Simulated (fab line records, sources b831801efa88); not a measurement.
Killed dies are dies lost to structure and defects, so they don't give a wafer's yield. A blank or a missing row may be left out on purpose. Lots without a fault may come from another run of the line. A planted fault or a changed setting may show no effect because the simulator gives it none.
Problem report in the 8D (eight disciplines) form, filled by code | flow sky130 | the parts of the form that need people (team, actions taken, sign-off) are left out

1. THE PROBLEM
killed_at_M4_up at SKY_PAD_OPEN_PROBE_99 reads a mean of 49.7 on 9 wafers of 3 lots; wafers without a fault read 3.1 with a standard deviation of 1.9. That is +25 standard deviations from the usual mean.
First seen on wafer L116.2, day 50 02:13, on prober-02. The record holds 36 wafers of 12 lots with a number at this step. Rule for "out", or "out of limits": more than 4 standard deviations from the usual mean. The other wafers with a number count as sound.

2. WHAT IT IS AND WHAT IT IS NOT
question                    | is                     | is not
which readings at this step | killed_at_M4_up        | killed_at_M0_to_M3, killed_at_contacts, killed_at_other, killed_short
which lots                  | L116, L118, L119       | L101, L104, L105, L107, L108, L110, L111, L997, L998
which wafers of those lots  | all that have a number | -
read on which tools         | prober-01, prober-02   | -
when                        | from day 50 02:13      | up to then (27 sound wafers)

3. SUSPECTS, AND WHAT RULES EACH OUT
Counting: a tool at a process step up to the reading stays a suspect if it ran every lot that is out and no sound lot after the first of them.
- wet_bench-02 at SKY_METAL5_CLEAN_19 (cleans in O3/DIW): kept. It ran every lot that is out, first L116 (day 48 13:08), and no sound lot after that; its last sound lot up to then is L110 (day 47 16:41).
Left after counting: wet_bench-02 at SKY_METAL5_CLEAN_19.

4. THE CAUSE (what the simulator had put in)
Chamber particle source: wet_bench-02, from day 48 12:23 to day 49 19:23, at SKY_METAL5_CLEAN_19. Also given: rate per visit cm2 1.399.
Counting left only this tool.

5. THE CHAIN OF EFFECTS, in route order
Each row: a reading whose mean over the struck wafers that have a number lies more than 3 standard deviations from the usual. Only readings for which the record gives a usual standard deviation are gone through. hours: the time from each lot's start at the first step in this table that gives one to its start at this step, as a median over the lots. sigmas: the change in usual standard deviations.
hours | step                  | reading              | usual  | on struck wafers | change | sigmas
0     | SKY_PAD_OPEN_PROBE_99 | defect_limited_yield | 82.2 % | 73.6             | -8.6   | -4.8
0     | SKY_PAD_OPEN_PROBE_99 | killed_at_M4_up      | 3.1    | 49.7             | +46.6  | +25
0     | SKY_PAD_OPEN_PROBE_99 | killed_dies          | 88     | 130              | +42    | +4.6
0     | SKY_PAD_OPEN_PROBE_99 | sort_bin_3_pad_short | 0.9 %  | 3.5              | +2.6   | +6.5
0     | SKY_PAD_OPEN_PROBE_99 | sort_bin_5_function  | 10.6 % | 16.3             | +5.7   | +4.1
0     | SKY_PAD_OPEN_PROBE_99 | sort_n_pass          | 404    | 362              | -42    | -4.6
0     | SKY_PAD_OPEN_PROBE_99 | sort_yield_pct       | 82.2 % | 73.6             | -8.6   | -4.8
The process steps in it:
- SKY_PAD_OPEN_PROBE_99

6. WHAT WOULD HAVE CAUGHT IT SOONER
In this record the first reading out of limits was taken at day 50 02:13, 38 hours after the fault began at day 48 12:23.
All the lots that are out (3) had begun SKY_METAL5_CLEAN_19 on wet_bench-02 by day 50 02:13. A hold on the tool at that time would have spared none of them.
